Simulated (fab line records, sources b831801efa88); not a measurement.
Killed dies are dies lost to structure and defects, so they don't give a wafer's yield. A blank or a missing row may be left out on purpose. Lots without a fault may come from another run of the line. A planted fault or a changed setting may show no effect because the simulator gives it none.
A struck lot beside a sound one | flow sky130 | 18 steps out of a route of 708
Sound: wafers L311.1, L311.3, L311.4. Struck: wafers L316.1, L316.2, L316.3. The cause comes at the end.
At each step with rows: each side's tool, then ch and its chambers, then its first start. Under that, the readings that differ: sound wafers | struck wafers | difference of the means | sigmas: that difference in standard deviations of wafers without a fault.
alike: readings whose means differ by less than 2 such deviations, and words and numbers that are the same on both sides. not compared: withheld readings, readings that some wafer has no value for, bounds like >300 that may hide the same value, and numbers for which the record gives no deviation and whose values overlap.
The two part at a step that has a row with sigmas, a row that says differs or no value, or rows on one side only. Numbers that don't overlap but have no deviation are shown without sigmas and don't part them. A reading that every wafer of one side lacks parts them only if that side has two wafers or more.

first, 1 step without rows for these wafers: SKY_FIELD_ISO_DEVELOP_12 (develop time 60 s).
SKY_FIELD_ISO_CD_MEAS_13: target cd 150 nm.
  sound on cd_sem-02, day 4 19:58; struck on cd_sem-01, day 5 21:07
  alike: cd_nm
SKY_FIELD_ISO_ETCH_14: etches BARC in N2/H2, stops on SiO2, time 45.9 s, target depth 60 nm.
  sound on rie_diel-01 ch 0,1,2, day 4 20:05; struck on rie_diel-03 ch 0,2,3, day 5 21:14
  alike: drypump_motor_current_A, oes_product_au, throttle_valve_pct
  not compared: rf_hours_counter_h
SKY_FIELD_ISO_ETCH_15: etches the open film in CHF3/O2, stops on Si, target depth 180 nm, time 72 s.
  sound on rie_diel-01 ch 0,1,2, day 4 20:08; struck on rie_diel-03 ch 0,2,3, day 5 21:17
  reading               | sound             | struck            | difference | sigmas
  oes_product_au (a.u.) | 0.945 0.943 0.942 | 0.957 0.962 0.965 | +0.018     | +3
  alike: O2_flow_sccm, drypump_motor_current_A, throttle_valve_pct
  not compared: rf_hours_counter_h
SKY_FIELD_ISO_STRIP_16: strips in O2/N2.
  sound on plasma_asher-04 ch 0,1, day 4 20:11; struck on plasma_asher-04 ch 0,1, day 5 21:20
  alike: drypump_motor_current_A, oes_product_au, strip_time_to_endpoint_s
  not compared: rf_hours_counter_h
SKY_FIELD_ISO_ETCH_17: etches Si in HBr/Cl2/O2, target depth 342 nm, time 97.7 s.
  sound on rie_si-01 ch 1,2,3, day 4 20:17; struck on rie_si-01 ch 1,2,3, day 5 21:26
  alike: O2_flow_sccm, drypump_motor_current_A, oes_product_au, throttle_valve_pct
  not compared: rf_hours_counter_h
then, 5 steps without rows for these wafers: SKY_FIELD_ISO_WET_ETCH_18 (etches Si3N4 in H3PO4, target depth 25 nm, time 286 s); SKY_FIELD_ISO_CLEAN_19 (cleans in SC1/SC2, time 150 s); SKY_FIELD_ISO_CLEAN_20 (cleans in dHF, time 20 s); SKY_FIELD_ISO_WET_ETCH_21 (etches SiO2 in dHF, target depth 20 nm, time 400 s); SKY_FIELD_ISO_OXIDATION_22 (stabilise 600 s, purge 300 s, target thk 10 nm).
SKY_FIELD_ISO_THK_MEAS_23:
  sound on film_metro-03, day 4 22:13; struck on film_metro-02, day 6 00:25
  alike: FIELD_ISO_OXIDATION_01_THK
SKY_FIELD_ISO_CVD_24: deposits SiO2, target thk 595 nm, time 99.2 s.
  sound on hdpcvd-02 ch 1,2, day 4 22:16; struck on hdpcvd-01 ch 0,1,2, day 6 00:28
  reading                                    | sound           | struck            | difference | sigmas
  model.SiO2_of_FIELD_ISO_CVD_24.thk_nm (nm) | 609.1 605.1 606 | 775.3 776.2 779.5 | +170.3     |
SKY_FIELD_ISO_THK_MEAS_25:
  sound on film_metro-04, day 4 22:21; struck on film_metro-04, day 6 00:33
  reading                   | sound       | struck      | difference | sigmas
  FIELD_ISO_CVD_24_THK (nm) | 609 605 607 | 775 776 779 | +170       | +28
then, 1 step without rows for these wafers: SKY_FIELD_ISO_ANNEAL_26 (time 1800 s).
SKY_FIELD_ISO_CMP_27: polishes, stops on Si3N4, t overpolish 16 s, target thk 457.8 nm.
  sound on cmp-01 ch 0,1,2, day 5 01:07; struck on cmp-02 ch 1,2,3, day 6 03:29
  reading                | sound       | struck      | difference | sigmas
  time_to_endpoint_s (s) | 117 121 121 | 155 149 160 | +35        | +8
  alike: motor_current_A, platen_rpm
then, 1 step without rows for these wafers: SKY_FIELD_ISO_WET_ETCH_28 (etches SiO2 in dHF, target depth 23.7 nm, time 47 s).
-- the record jumps here: 44 days lie between the struck wafers' starts before and after (it left off in module FIELD_ISO and takes up again in module PAD_OPEN, whose first step shown is number 708 of the route) --
SKY_PAD_OPEN_PROBE_99:
  sound on prober-01, day 48 19:51; struck on prober-01, day 49 17:11
  alike: killed_at_M0_to_M3, killed_at_M4_up, killed_at_contacts, killed_at_front_end, killed_at_other, killed_dies, killed_open, killed_short

WHERE THEY PART
First at SKY_FIELD_ISO_ETCH_15; last, within this record, at SKY_FIELD_ISO_CMP_27. Later steps at which nothing parts them and some readings are alike: SKY_PAD_OPEN_PROBE_99.

WHY: what the simulator had put in
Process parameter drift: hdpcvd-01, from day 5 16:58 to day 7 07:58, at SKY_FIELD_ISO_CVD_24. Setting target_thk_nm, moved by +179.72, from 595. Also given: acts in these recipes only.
